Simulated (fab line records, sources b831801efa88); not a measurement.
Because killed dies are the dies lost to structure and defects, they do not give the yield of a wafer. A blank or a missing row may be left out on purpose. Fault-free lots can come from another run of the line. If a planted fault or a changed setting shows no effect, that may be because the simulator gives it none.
Matching of chambers :: flow sky130 :: SKY_PASSIVATION_CVD_00 on pecvd-04: 3 sister chambers
The step deposits SiO2, target thk 90 nm. 3 wafers are shown with their chamber, then 12 later ones without.

EACH WAFER AND ITS CHAMBER
wafer: L088.2
chamber: 2
heater_power_w (W): 734

wafer: L088.3
chamber: 0
heater_power_w (W): 578

wafer: L088.5
chamber: 1
heater_power_w (W): 624

WAFERS WITHOUT THEIR CHAMBER
wafer: L091.1
heater_power_w (W): 536

wafer: L091.4
heater_power_w (W): 729

wafer: L091.5
heater_power_w (W): 638

wafer: L092.3
heater_power_w (W): 729

wafer: L092.4
heater_power_w (W): 712

wafer: L092.6
heater_power_w (W): 594

wafer: L093.2
heater_power_w (W): 728

wafer: L093.4
heater_power_w (W): 739

wafer: L093.6
heater_power_w (W): 524

wafer: L094.1
heater_power_w (W): 730

wafer: L094.2
heater_power_w (W): 560

wafer: L094.6
heater_power_w (W): 582

WHICH CHAMBER EACH ONE RAN IN
wafer: L091.1
from the rows above: 0
in truth: 0

wafer: L091.4
from the rows above: 2
in truth: 2

wafer: L091.5
from the rows above: 1
in truth: 1

wafer: L092.3
from the rows above: 2
in truth: 2

wafer: L092.4
from the rows above: 2
in truth: 2

wafer: L092.6
from the rows above: can't be placed: 0 or 1
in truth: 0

wafer: L093.2
from the rows above: 2
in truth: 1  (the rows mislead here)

wafer: L093.4
from the rows above: 2
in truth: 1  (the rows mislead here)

wafer: L093.6
from the rows above: 0
in truth: 0

wafer: L094.1
from the rows above: 2
in truth: 2

wafer: L094.2
from the rows above: 0
in truth: 0

wafer: L094.6
from the rows above: can't be placed: 0 or 1
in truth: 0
8 of 12 placed correctly. Cannot be placed on the basis of these rows: 2; the candidates contain the true chamber in 2. Number placed wrongly: 2.
How it was worked out, from the rows above alone: a wafer's distance from a chamber is the root of the sum, over the readings, of the square of ((its reading less the chamber's mean) divided by the reading's scatter). If the next closest chamber is less than 2 further off than the closest, the wafer can't be placed; otherwise it belongs to the closest. A chamber's mean is the mean of its shown wafers. The scatter: with one shown wafer a chamber, the root of the mean of the squares of how far each hidden wafer lies from its nearest shown one.
